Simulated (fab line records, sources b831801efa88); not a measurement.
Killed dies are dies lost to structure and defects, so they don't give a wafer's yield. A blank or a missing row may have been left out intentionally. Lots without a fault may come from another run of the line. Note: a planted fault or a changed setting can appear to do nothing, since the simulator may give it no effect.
Comparing a struck lot with a sound one :: flow sky130 :: 15 steps out of a route of 708
Sound: the wafers L991.4, L991.5, L991.6. The struck wafers were L994.2, L994.4, L994.5. At the end, the cause is stated.
Per side, at each step with rows, come the tool, then ch with its chambers, and then its first start. Under that, the readings that differ: sound wafers :: struck wafers :: difference of the means :: sigmas: that difference in standard deviations of wafers without a fault.
alike: readings whose means differ by less than 2 such deviations, and words and numbers that are the same on both sides. not compared: withheld readings, readings that some wafer has no value for, bounds like >300 that may hide the same value, and numbers for which the record gives no deviation and whose values overlap.
Wherever a step has rows on one side only, a row that says differs or no value, or a row with sigmas, the two part there. Numbers that have no deviation but don't overlap get no sigmas and don't part them. A reading missing from all wafers of one side parts the sides only when that side holds two or more wafers.

first, 2 steps without rows for these wafers: SKY_SALICIDE_CLEAN_00 (cleans in HF-last, time 30 s); SKY_LI_CONTACT_HDPCVD_00 (deposits PSG, target thk 930 nm, time 155 s).
SKY_LI_CONTACT_THK_MEAS_01:
  sound on film_metro-02 at day 32 23:50; struck on film_metro-03 at day 33 20:07
  alike: LI_CONTACT_HDPCVD_THK
SKY_LI_CONTACT_CMP_02: polishes PSG.
  sound on cmp-01 ch 1,2, day 32 23:55; struck on cmp-01 ch 1,2, day 33 20:16
  alike: motor_current_A, retaining_ring_pressure_frac, time_to_endpoint_s
SKY_LI_CONTACT_BOW_MEAS_03:
  sound on film_metro-03 at day 33 00:13; struck on film_metro-02 at day 33 20:35
  alike: LI_CONTACT_BOW
then, 7 steps without rows for these wafers: SKY_LI_CONTACT_DEHYDRATE_04 (time 60 s); SKY_LI_CONTACT_HMDS_05 (prime time 60 s); SKY_LI_CONTACT_COAT_06 (resist thk 60 nm); SKY_LI_CONTACT_COAT_07 (resist thk 450 nm); SKY_LI_CONTACT_SOFTBAKE_08 (time 90 s); SKY_LI_CONTACT_EXPOSE_09 (exposes mask LICM1, target cd 170 nm); SKY_LI_CONTACT_PEB_10.
SKY_LI_CONTACT_DEVELOP_11: develop time 60 s.
  sound on litho_track-03 ch 0, day 34 02:00; struck on litho_track-02 ch 0, day 34 22:00
reading: developer_temp_C (C)
sound: 21.01 20.91 20.89
struck: 23.16 23.17 23.10
difference: +2.21
sigmas: +23
SKY_LI_CONTACT_CD_MEAS_12 targets a cd of 170 nm.
  sound on cd_sem-02 at day 34 02:44; struck on cd_sem-02 at day 34 22:46
reading: cd_nm (nm)
sound: 169.2 169.4 169.6
struck: 172.5 174.2 173.9
difference: +4.1
sigmas: +3
-- here the record skips 15 days between the struck wafers' starts before and after, leaving off in module LI_CONTACT and picking up in module PAD_OPEN (first step shown: number 708 of the route) --
SKY_PAD_OPEN_PROBE_99:
  sound on prober-01 at day 49 12:22; struck on prober-01 at day 49 22:07
  alike: killed_at_M0_to_M3, killed_at_M4_up, killed_at_contacts, killed_at_front_end, killed_at_other, killed_dies, killed_open, killed_short

WHERE THEY PART
First at SKY_LI_CONTACT_DEVELOP_11; last, within this record, at SKY_LI_CONTACT_CD_MEAS_12. Later steps at which nothing parts them and some readings are alike: SKY_PAD_OPEN_PROBE_99.

WHY: the cause the simulator had injected
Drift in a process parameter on litho_track-02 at SKY_LI_CONTACT_DEVELOP_11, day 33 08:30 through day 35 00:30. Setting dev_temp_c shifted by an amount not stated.
